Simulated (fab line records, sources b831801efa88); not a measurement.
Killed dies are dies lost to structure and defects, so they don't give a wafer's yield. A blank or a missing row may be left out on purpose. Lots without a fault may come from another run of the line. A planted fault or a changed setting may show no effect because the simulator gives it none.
Which tool did it? | flow sky130 | 14 lots, 42 wafers sampled, at 3 steps of a route of 708

WHAT THE GAUGES READ, wafer by wafer
SKY_VT_ADJUST_NCORE_CD_MEAS_07: target cd 380 nm. Usual: cd_nm 380.5 nm, standard deviation 2.8.
lot  | measured     | on        | cd_nm (nm)        | flag
L712 | day 8 18:09  | cd_sem-01 | 383.0 383.2 382.2 |
L713 | day 8 23:07  | cd_sem-02 | 380.1 379.1 381.8 |
L714 | day 9 06:36  | cd_sem-02 | 381.1 380.5 383.2 |
L715 | day 9 13:49  | cd_sem-01 | 375.6 378.8 377.0 |
L716 | day 9 20:19  | cd_sem-01 | 385.8 385.5 386.2 |
L717 | day 10 04:16 | cd_sem-02 | 379.1 380.6 381.4 |
L718 | day 10 08:51 | cd_sem-02 | 378.1 379.8 380.4 |
L720 | day 11 06:24 | cd_sem-02 | 380.8 379.4 379.8 |
L721 | day 11 06:42 | cd_sem-02 | 380.8 384.6 382.4 |
L723 | day 11 20:51 | cd_sem-02 | 373.8 374.5 379.8 |
L724 | day 12 04:14 | cd_sem-02 | 380.2 380.4 382.7 |
L725 | day 12 09:20 | cd_sem-02 | 378.0 379.1 379.2 |
L734 | day 15 04:21 | cd_sem-02 | 377.5 378.0 379.2 |
L735 | day 15 10:21 | cd_sem-02 | 376.6 377.4 378.1 |

SKY_VT_ADJUST_NCORE_OVL_MEAS_08. Usual: VT_ADJUST_NCORE_OVL 0.3 nm, standard deviation 1.5.
lot  | measured     | on         | VT_ADJUST_NCORE_OVL (nm) | flag
L712 | day 8 18:16  | overlay-02 | 3.7 3.2 3.3              |
L713 | day 8 23:11  | overlay-02 | -1.9 -0.8 -2.0           |
L714 | day 9 06:43  | overlay-02 | 0.0 1.0 1.3              |
L715 | day 9 13:55  | overlay-02 | -0.9 -1.3 -0.6           |
L716 | day 9 20:25  | overlay-01 | 0.6 -0.1 1.0             |
L717 | day 10 04:20 | overlay-01 | 3.0 3.2 3.8              |
L718 | day 10 08:58 | overlay-02 | 0.6 0.6 0.7              |
L720 | day 11 06:31 | overlay-01 | -0.6 -1.5 -0.4           |
L721 | day 11 06:49 | overlay-02 | -1.3 -1.0 -1.1           |
L723 | day 11 20:58 | overlay-01 | 0.7 -0.3 -0.4            |
L724 | day 12 04:21 | overlay-02 | 1.1 2.3 2.0              |
L725 | day 12 09:27 | overlay-02 | -1.4 -1.5 -2.6           |
L734 | day 15 04:28 | overlay-01 | -0.9 0.7 -0.9            |
L735 | day 15 10:28 | overlay-02 | 2.2 1.9 2.1              |

SKY_VT_ADJUST_NCORE_TW_MEAS_11. Usual: VT_ADJUST_NCORE_TW 218.6, standard deviation 2.5.
lot  | measured     | on            | VT_ADJUST_NCORE_TW | flag
L712 | day 8 18:33  | film_metro-01 | 220.5 220.2 221.3  |
L713 | day 8 23:29  | film_metro-03 | 216.5 216.2 215.7  |
L714 | day 9 07:00  | film_metro-04 | 216.0 214.1 215.7  |
L715 | day 9 14:13  | film_metro-04 | 216.3 216.5 217.4  |
L716 | day 9 20:43  | film_metro-01 | 223.2 222.7 223.7  |
L717 | day 10 04:38 | film_metro-01 | 221.3 221.2 219.0  |
L718 | day 10 09:17 | film_metro-01 | 221.3 220.6 220.2  |
L720 | day 11 06:48 | film_metro-04 | 217.9 217.6 217.5  |
L721 | day 11 07:06 | film_metro-03 | 215.8 214.7 214.8  |
L723 | day 11 21:15 | film_metro-03 | 216.3 216.1 214.8  |
L724 | day 12 04:38 | film_metro-04 | 216.6 216.5 217.1  |
L725 | day 12 09:44 | film_metro-03 | 215.0 215.8 214.3  |
L734 | day 15 04:45 | film_metro-04 | 217.0 217.3 217.8  |
L735 | day 15 10:45 | film_metro-01 | 221.9 220.5 219.9  |

WHICH TOOL RAN EACH LOT (tool, then ch and the chambers of the sampled wafers, then the start)
The record holds no process step before these readings.

WHAT THE TOOLS THEMSELVES READ (means of the sampled wafers that have a number; where no wafer has one, the mark that the record gives instead)
The record holds no such reading with a usual standard deviation.

THE ANSWER, worked out from the rows above alone
Rule: a lot is off if the mean of its wafers that have a number lies more than 3 standard deviations from the usual mean. A lot without any number at a reading at which 4 lots or more have one is off too. The other lots that the step has rows for count as sound. The gauges are gone through in route order, then the tools' own readings, and for those a lot's mean is taken as printed above. The first step at which some lot is off is used, and at that step the reading that is off furthest; a lot without a number counts as furthest.
No lot is off at any reading shown: from this, nothing can be told.

WHAT THE SIMULATOR HAD PUT IN
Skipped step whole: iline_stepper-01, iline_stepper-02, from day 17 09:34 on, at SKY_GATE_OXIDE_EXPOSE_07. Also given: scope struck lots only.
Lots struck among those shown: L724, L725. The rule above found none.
